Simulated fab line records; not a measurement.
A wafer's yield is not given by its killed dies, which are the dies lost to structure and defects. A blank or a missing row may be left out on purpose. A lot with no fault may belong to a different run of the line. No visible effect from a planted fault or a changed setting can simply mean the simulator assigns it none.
fab line records / flow gf180mcu / part 2 of 2: steps 30 to 40 of 40
record: lots: 5 wafers: 15 lastDay: 34
route steps=602 shown V1@343 M2@362 V2@382
lots that met no fault: from a run of the same line without faults
startH: the number of hours between the record's first day and the start of the first shown wafer of the lot / waitH: hours from the lot's prior step to this one / " the same as in the row above / L1.1+2: one row covering several wafers at once / - either no value or no given start / * or withheld: withheld / < > ~ a bound
route shown NAME@n: names a module that has steps shown in the file, with the first one's number in the route / usual: mean and standard deviation over wafers with no fault / same: alike in all rows / chamber/n: place in a boat / sites: the reading at each site / _std_site: how widely they spread, as a standard deviation / _edge_site: inner sites' mean taken away from outer sites' mean / radiusMm: for every site, how far away it sits from the centre of the wafer / mask NAME#n: copy n / behind: the last tool/chamber to shape the wafer / hold: reason for holding the lot/hours on hold/outcome of the hold / device: names the non-switching transistor (n, p or np) / end of line: the tests these same wafers got at the end of their route / step lacking rows: just its recipe / killed: count of dies lost to structure and defects at first sort (not the wafer's yield) / map: shows each die of a wafer: x if killed, . if not, _ if none is there
set.NAME: setting as actually run; set.NAME@STEP: the setting as run at that earlier step / model.NAME: the simulator's own value behind a step, which no gauge read
certain route steps with their lots: each step a table, each wafer a row
services: the hour from which a tool's chamber was out of use, counted from the record's first day as startH (under 0 if before that day), plus the number of hours and why
== steps ==
step: GF_M2_SOFTBAKE_10
recipe: tempC: 130 timeS: 60 resist: KrF
lot.wafer=L076.2+3+6 tool=lithoTrack-03 chamber=0 startH=444.81 waitH=0.1
lot.wafer=L082.2+3+5 tool=lithoTrack-03 chamber=0 startH=496.16 waitH=0.1
lot.wafer=L084.3+4+6 tool=lithoTrack-01 chamber=0 startH=517.47 waitH=0.1
lot.wafer=L090.1+2+5 tool=lithoTrack-03 chamber=0 startH=561.53 waitH=0.1
lot.wafer=L096.1+2+4 tool=lithoTrack-03 chamber=0 startH=606.03 waitH=0.1
step: GF_M2_EXPOSE_11
recipe: maskId: Metal2 targetCdNm: 280 na: 0.68 sourceShape: conventional sigmaOuter: 0.6 doseMj: 28
same: na: 0.68
lot.wafer=L076.2+3+6 tool=krfScanner-02 chamber=0 startH=- waitH=- mask=Metal2#0
lot.wafer=L082.2+3+5 tool=krfScanner-01 chamber=0 startH=- waitH=- mask=Metal2#0
lot.wafer=L084.3+4+6 tool=krfScanner-01 chamber=0 startH=- waitH=- mask=Metal2#0
lot.wafer=L090.1+2+5 tool=krfScanner-02 chamber=0 startH=- waitH=- mask=Metal2#0
lot.wafer=L096.1+2+4 tool=krfScanner-02 chamber=0 startH=- waitH=- mask=Metal2#0
step: GF_M2_PEB_12
recipe: pebTempC: 135 pebTimeS: 90 resist: KrF
lot.wafer=L076.2+3+6 tool=lithoTrack-02 chamber=0 startH=- waitH=-
lot.wafer=L082.2+3+5 tool=lithoTrack-02 chamber=0 startH=- waitH=-
lot.wafer=L084.3+4+6 tool=lithoTrack-02 chamber=0 startH=- waitH=-
lot.wafer=L090.1+2+5 tool=lithoTrack-02 chamber=0 startH=- waitH=-
lot.wafer=L096.1+2+4 tool=lithoTrack-01 chamber=0 startH=- waitH=-
step: GF_M2_DEVELOP_13
recipe: developTimeS: 60 devTempC: 21
lot.wafer=L076.2+3+6 tool=lithoTrack-02 chamber=0 startH=456.91 waitH=0.2
lot.wafer=L082.2+3+5 tool=lithoTrack-02 chamber=0 startH=508.06 waitH=0.2
lot.wafer=L084.3+4+6 tool=lithoTrack-02 chamber=0 startH=528.68 waitH=0.1
lot.wafer=L090.1+2+5 tool=lithoTrack-02 chamber=0 startH=571.78 waitH=0.2
lot.wafer=L096.1+2+4 tool=lithoTrack-01 chamber=0 startH=615.77 waitH=0.2
step: GF_M2_CD_MEAS_14
recipe: targetCdNm: 280
usual: cdNm: 280.0/1
lot.wafer=L076.2 tool=cdSem-02 chamber=- startH=457.05 waitH=0.1 cdNm=281.4
lot.wafer=L076.3 tool=cdSem-02 chamber=- startH=457.05 waitH=0.1 cdNm=282.3
lot.wafer=L076.6 tool=cdSem-02 chamber=- startH=457.05 waitH=0.1 cdNm=281.8
lot.wafer=L082.2 tool=cdSem-02 chamber=- startH=508.20 waitH=0.1 cdNm=281.3
lot.wafer=L082.3 tool=cdSem-02 chamber=- startH=508.20 waitH=0.1 cdNm=281.6
lot.wafer=L082.5 tool=cdSem-02 chamber=- startH=508.20 waitH=0.1 cdNm=282.3
lot.wafer=L084.3 tool=cdSem-02 chamber=- startH=528.82 waitH=0.1 cdNm=279.8
lot.wafer=L084.4 tool=cdSem-02 chamber=- startH=528.82 waitH=0.1 cdNm=279.6
lot.wafer=L084.6 tool=cdSem-02 chamber=- startH=528.82 waitH=0.1 cdNm=279.8
lot.wafer=L090.1 tool=cdSem-01 chamber=- startH=571.93 waitH=0.1 cdNm=279.8
lot.wafer=L090.2 tool=cdSem-01 chamber=- startH=571.93 waitH=0.1 cdNm=280.7
lot.wafer=L090.5 tool=cdSem-01 chamber=- startH=571.93 waitH=0.1 cdNm=280.4
lot.wafer=L096.1 tool=cdSem-02 chamber=- startH=615.94 waitH=0.1 cdNm=280.1
lot.wafer=L096.2 tool=cdSem-02 chamber=- startH=615.94 waitH=0.1 cdNm=280.0
lot.wafer=L096.4 tool=cdSem-02 chamber=- startH=615.94 waitH=0.1 cdNm=280.6
step: GF_M2_OVL_MEAS_15
usual: M2_OVL: 0/6.1
lot.wafer=L076.2 tool=overlay-01 chamber=- startH=457.16 waitH=0.1 M2_OVL[nm]=-1
lot.wafer=L076.3 tool=overlay-01 chamber=- startH=457.16 waitH=0.1 M2_OVL[nm]=8
lot.wafer=L076.6 tool=overlay-01 chamber=- startH=457.16 waitH=0.1 M2_OVL[nm]=7
lot.wafer=L082.2 tool=overlay-01 chamber=- startH=508.31 waitH=0.1 M2_OVL[nm]=-4
lot.wafer=L082.3 tool=overlay-01 chamber=- startH=508.31 waitH=0.1 M2_OVL[nm]=-11
lot.wafer=L082.5 tool=overlay-01 chamber=- startH=508.31 waitH=0.1 M2_OVL[nm]=-2
lot.wafer=L084.3 tool=overlay-02 chamber=- startH=528.91 waitH=0.1 M2_OVL[nm]=-1
lot.wafer=L084.4 tool=overlay-02 chamber=- startH=528.91 waitH=0.1 M2_OVL[nm]=10
lot.wafer=L084.6 tool=overlay-02 chamber=- startH=528.91 waitH=0.1 M2_OVL[nm]=6
lot.wafer=L090.1 tool=overlay-01 chamber=- startH=572.05 waitH=0.1 M2_OVL[nm]=2
lot.wafer=L090.2 tool=overlay-01 chamber=- startH=572.05 waitH=0.1 M2_OVL[nm]=-3
lot.wafer=L090.5 tool=overlay-01 chamber=- startH=572.05 waitH=0.1 M2_OVL[nm]=2
lot.wafer=L096.1 tool=overlay-01 chamber=- startH=616.06 waitH=0.1 M2_OVL[nm]=9
lot.wafer=L096.2 tool=overlay-01 chamber=- startH=616.06 waitH=0.1 M2_OVL[nm]=0
lot.wafer=L096.4 tool=overlay-01 chamber=- startH=616.06 waitH=0.1 M2_OVL[nm]=12
step: GF_M2_METAL_ETCH_16
recipe: chemistry: Cl2/BCl3 maskMaterial: KrF targetDepthNm: 627.5 stopOn: SiO2 pressureMtorr: 8 icpW: 800 biasW: 140 Cl2_flow_sccm: 80 bcl3FlowSccm: 40 timeS: 104.6
usual: chamberPressureMTorr: 8.001/0.0069 drypumpMotorCurrentA: 5.80/0.23 oesProductAu: 0.974/0.006 throttleValvePct: 28.248/0.011
lot.wafer=L076.2 tool=rieMetal-01 chamber=1 startH=457.23 waitH=0.1 chamberPressureMTorr=7.989 drypumpMotorCurrentA=5.52 oesProductAu=0.966 rfHoursCounterH=- throttleValvePct=28.263
lot.wafer=L076.3 tool=rieMetal-01 chamber=1 startH=457.23 waitH=0.1 chamberPressureMTorr=8.016 drypumpMotorCurrentA=5.51 oesProductAu=0.974 rfHoursCounterH=- throttleValvePct=28.256
lot.wafer=L076.6 tool=rieMetal-01 chamber=1 startH=457.23 waitH=0.1 chamberPressureMTorr=8.010 drypumpMotorCurrentA=5.51 oesProductAu=0.970 rfHoursCounterH=- throttleValvePct=28.261
lot.wafer=L082.2 tool=rieMetal-02 chamber=1 startH=508.34 waitH=0.0 chamberPressureMTorr=8.005 drypumpMotorCurrentA=5.81 oesProductAu=0.969 rfHoursCounterH=11 throttleValvePct=28.256
lot.wafer=L082.3 tool=rieMetal-02 chamber=0 startH=508.34 waitH=0.0 chamberPressureMTorr=7.994 drypumpMotorCurrentA=6.34 oesProductAu=0.976 rfHoursCounterH=- throttleValvePct=28.251
lot.wafer=L082.5 tool=rieMetal-02 chamber=0 startH=508.34 waitH=0.0 chamberPressureMTorr=7.997 drypumpMotorCurrentA=6.36 oesProductAu=0.967 rfHoursCounterH=- throttleValvePct=28.261
lot.wafer=L084.3 tool=rieMetal-03 chamber=0 startH=528.98 waitH=0.1 chamberPressureMTorr=8.000 drypumpMotorCurrentA=5.72 oesProductAu=0.969 rfHoursCounterH=- throttleValvePct=28.244
lot.wafer=L084.4 tool=rieMetal-03 chamber=1 startH=528.98 waitH=0.1 chamberPressureMTorr=7.997 drypumpMotorCurrentA=5.70 oesProductAu=0.965 rfHoursCounterH=- throttleValvePct=28.250
lot.wafer=L084.6 tool=rieMetal-03 chamber=1 startH=528.98 waitH=0.1 chamberPressureMTorr=8.001 drypumpMotorCurrentA=5.69 oesProductAu=0.961 rfHoursCounterH=- throttleValvePct=28.261
lot.wafer=L090.1 tool=rieMetal-03 chamber=0 startH=572.09 waitH=0.0 chamberPressureMTorr=8.006 drypumpMotorCurrentA=5.72 oesProductAu=0.978 rfHoursCounterH=8 throttleValvePct=28.257
lot.wafer=L090.2 tool=rieMetal-03 chamber=1 startH=572.09 waitH=0.0 chamberPressureMTorr=7.996 drypumpMotorCurrentA=5.71 oesProductAu=0.969 rfHoursCounterH=6 throttleValvePct=28.262
lot.wafer=L090.5 tool=rieMetal-03 chamber=0 startH=572.09 waitH=0.0 chamberPressureMTorr=7.993 drypumpMotorCurrentA=5.72 oesProductAu=0.972 rfHoursCounterH=- throttleValvePct=28.260
lot.wafer=L096.1 tool=rieMetal-01 chamber=0 startH=616.09 waitH=0.0 chamberPressureMTorr=8.001 drypumpMotorCurrentA=5.92 oesProductAu=0.983 rfHoursCounterH=4 throttleValvePct=28.250
lot.wafer=L096.2 tool=rieMetal-01 chamber=1 startH=616.09 waitH=0.0 chamberPressureMTorr=8.000 drypumpMotorCurrentA=5.56 oesProductAu=0.978 rfHoursCounterH=13 throttleValvePct=28.245
lot.wafer=L096.4 tool=rieMetal-01 chamber=1 startH=616.09 waitH=0.0 chamberPressureMTorr=8.000 drypumpMotorCurrentA=5.57 oesProductAu=0.972 rfHoursCounterH=- throttleValvePct=28.259
step: GF_M2_STRIP_17
recipe: chemistry: O2/N2 powerW: 1400 pressureMtorr: 1500 platenTempC: 250 o2FlowSccm: 3000 n2FlowSccm: 300 overashFraction: 0.5
usual: chamberPressureMTorr: 1500.0/1.5 drypumpMotorCurrentA: 5.6/0.46 heaterPowerW: 325/20 oesProductAu: 0.557/0.0049 stripTimeToEndpointS: 7.84/0.061
lot.wafer=L076.2 tool=plasmaAsher-02 chamber=0 startH=457.41 waitH=0.1 chamberPressureMTorr=1497.4 drypumpMotorCurrentA=5.2 heaterPowerW=334 oesProductAu=0.557 rfHoursCounterH=64 stripTimeToEndpointS=7.82
lot.wafer=L076.3 tool=plasmaAsher-02 chamber=0 startH=457.41 waitH=0.1 chamberPressureMTorr=1502.1 drypumpMotorCurrentA=5.2 heaterPowerW=330 oesProductAu=0.558 rfHoursCounterH=- stripTimeToEndpointS=7.82
lot.wafer=L076.6 tool=plasmaAsher-02 chamber=0 startH=457.41 waitH=0.1 chamberPressureMTorr=1501.6 drypumpMotorCurrentA=5.2 heaterPowerW=330 oesProductAu=0.558 rfHoursCounterH=- stripTimeToEndpointS=7.81
lot.wafer=L082.2 tool=plasmaAsher-02 chamber=1 startH=508.45 waitH=0.1 chamberPressureMTorr=1499.0 drypumpMotorCurrentA=5.2 heaterPowerW=308 oesProductAu=0.547 rfHoursCounterH=69 stripTimeToEndpointS=7.76
lot.wafer=L082.3 tool=plasmaAsher-02 chamber=1 startH=508.45 waitH=0.1 chamberPressureMTorr=1500.9 drypumpMotorCurrentA=5.2 heaterPowerW=304 oesProductAu=0.563 rfHoursCounterH=- stripTimeToEndpointS=7.89
lot.wafer=L082.5 tool=plasmaAsher-02 chamber=1 startH=508.45 waitH=0.1 chamberPressureMTorr=1500.6 drypumpMotorCurrentA=5.2 heaterPowerW=309 oesProductAu=0.556 rfHoursCounterH=- stripTimeToEndpointS=7.91
lot.wafer=L084.3 tool=plasmaAsher-02 chamber=0 startH=529.08 waitH=0.1 chamberPressureMTorr=1500.3 drypumpMotorCurrentA=5.2 heaterPowerW=334 oesProductAu=0.563 rfHoursCounterH=- stripTimeToEndpointS=7.93
lot.wafer=L084.4 tool=plasmaAsher-02 chamber=1 startH=529.08 waitH=0.1 chamberPressureMTorr=1499.1 drypumpMotorCurrentA=5.2 heaterPowerW=308 oesProductAu=0.560 rfHoursCounterH=- stripTimeToEndpointS=7.90
lot.wafer=L084.6 tool=plasmaAsher-02 chamber=1 startH=529.08 waitH=0.1 chamberPressureMTorr=1499.2 drypumpMotorCurrentA=5.2 heaterPowerW=308 oesProductAu=0.562 rfHoursCounterH=- stripTimeToEndpointS=7.91
lot.wafer=L090.1 tool=plasmaAsher-03 chamber=0 startH=572.20 waitH=0.1 chamberPressureMTorr=1499.3 drypumpMotorCurrentA=6.5 heaterPowerW=305 oesProductAu=0.565 rfHoursCounterH=97 stripTimeToEndpointS=7.91
lot.wafer=L090.2 tool=plasmaAsher-03 chamber=1 startH=572.20 waitH=0.1 chamberPressureMTorr=1500.0 drypumpMotorCurrentA=5.4 heaterPowerW=361 oesProductAu=0.566 rfHoursCounterH=97 stripTimeToEndpointS=7.92
lot.wafer=L090.5 tool=plasmaAsher-03 chamber=1 startH=572.20 waitH=0.1 chamberPressureMTorr=1498.5 drypumpMotorCurrentA=5.4 heaterPowerW=363 oesProductAu=0.562 rfHoursCounterH=- stripTimeToEndpointS=7.92
lot.wafer=L096.1 tool=plasmaAsher-03 chamber=1 startH=616.20 waitH=0.1 chamberPressureMTorr=1499.1 drypumpMotorCurrentA=5.4 heaterPowerW=361 oesProductAu=0.546 rfHoursCounterH=102 stripTimeToEndpointS=7.84
lot.wafer=L096.2 tool=plasmaAsher-03 chamber=0 startH=616.20 waitH=0.1 chamberPressureMTorr=1501.2 drypumpMotorCurrentA=6.6 heaterPowerW=310 oesProductAu=0.558 rfHoursCounterH=102 stripTimeToEndpointS=7.77
lot.wafer=L096.4 tool=plasmaAsher-03 chamber=0 startH=616.20 waitH=0.1 chamberPressureMTorr=1499.1 drypumpMotorCurrentA=6.6 heaterPowerW=299 oesProductAu=0.560 rfHoursCounterH=- stripTimeToEndpointS=7.82
step: GF_M2_STRIP_18
recipe: chemistry: postEtchResidueRemover timeS: 1200 tempC: 72.5
lot.wafer=L076.2+3+6 tool=wetBench-01 chamber=2 startH=457.51 waitH=0.1
lot.wafer=L082.2+3+5 tool=wetBench-04 chamber=2 startH=508.55 waitH=0.1
lot.wafer=L084.3+4+6 tool=wetBench-04 chamber=0 startH=529.15 waitH=0.0
lot.wafer=L090.1+2+5 tool=wetBench-04 chamber=0 startH=572.30 waitH=0.1
lot.wafer=L096.1+2+4 tool=wetBench-04 chamber=3 startH=616.30 waitH=0.1
step: GF_M2_CLEAN_19
recipe: chemistry: DIW dry: n2Spin
lot.wafer=L076.2+3+6 tool=wetBench-04 chamber=2 startH=457.85 waitH=0.0
lot.wafer=L082.2+3+5 tool=wetBench-01 chamber=0 startH=508.92 waitH=0.0
lot.wafer=L084.3+4+6 tool=wetBench-03 chamber=2 startH=529.49 waitH=0.0
lot.wafer=L090.1+2+5 tool=wetBench-03 chamber=0 startH=572.71 waitH=0.0
lot.wafer=L096.1+2+4 tool=wetBench-01 chamber=2 startH=616.65 waitH=0.0
step: GF_V2_CVD_00
recipe: material: SiO2 targetThkNm: 600 sigmaOpenFrac: 0.3 tempC: 400 timeS: 100 sih4FlowSccm: 60 pressureMtorr: 6
lot.wafer=L076.2+3+6 tool=hdpcvd-02 chamber=0,1,1 startH=457.95 waitH=0.0
lot.wafer=L082.2+3+5 tool=hdpcvd-02 chamber=1,0,0 startH=509.11 waitH=0.0
lot.wafer=L084.3+4+6 tool=hdpcvd-01 chamber=1,2,1 startH=529.61 waitH=0.0
lot.wafer=L090.1+2+5 tool=hdpcvd-02 chamber=2,1,0 startH=572.82 waitH=0.0
lot.wafer=L096.1+2+4 tool=hdpcvd-01 chamber=1,0,2 startH=616.74 waitH=0.0
== services ==
tool=pvdSputter-03 chamber=- startH=407.63 hours=1.7 kind=repair
tool=pvdSputter-03 chamber=- startH=416.15 hours=4.9 kind=repair
tool=pvdSputter-04 chamber=- startH=419.24 hours=0.5 kind=repair
tool=krfScanner-02 chamber=- startH=420.03 hours=1.3 kind=pm
tool=krfScanner-02 chamber=- startH=424.50 hours=1.0 kind=pm
tool=krfScanner-01 chamber=- startH=426.81 hours=7.2 kind=pm
tool=rieDiel-02 chamber=1 startH=430.76 hours=1.4 kind=repair
tool=krfScanner-01 chamber=- startH=434.01 hours=1.0 kind=pm
tool=pvdSputter-03 chamber=- startH=435.35 hours=4.9 kind=repair
tool=pvdSputter-03 chamber=- startH=442.12 hours=2.2 kind=repair
tool=krfScanner-01 chamber=- startH=442.47 hours=1.5 kind=pm
tool=krfScanner-01 chamber=- startH=448.99 hours=1.3 kind=pm
tool=wetBench-02 chamber=- startH=450.66 hours=4.4 kind=repair
tool=rieDiel-02 chamber=0 startH=453.65 hours=10.7 kind=repair
tool=krfScanner-01 chamber=- startH=462.12 hours=0.8 kind=pm
tool=plasmaAsher-02 chamber=- startH=472.49 hours=1.0 kind=repair
tool=krfScanner-02 chamber=- startH=474.99 hours=2.1 kind=repair
tool=pvdSputter-03 chamber=- startH=482.17 hours=15.0 kind=repair
tool=krfScanner-02 chamber=- startH=484.88 hours=0.8 kind=pm
tool=pvdSputter-03 chamber=- startH=508.37 hours=3.8 kind=repair
tool=wetBench-01 chamber=- startH=558.44 hours=3.1 kind=repair
tool=krfScanner-01 chamber=- startH=569.98 hours=0.7 kind=repair
tool=krfScanner-01 chamber=- startH=575.49 hours=3.6 kind=pm
tool=krfScanner-01 chamber=- startH=600.90 hours=1.0 kind=pm
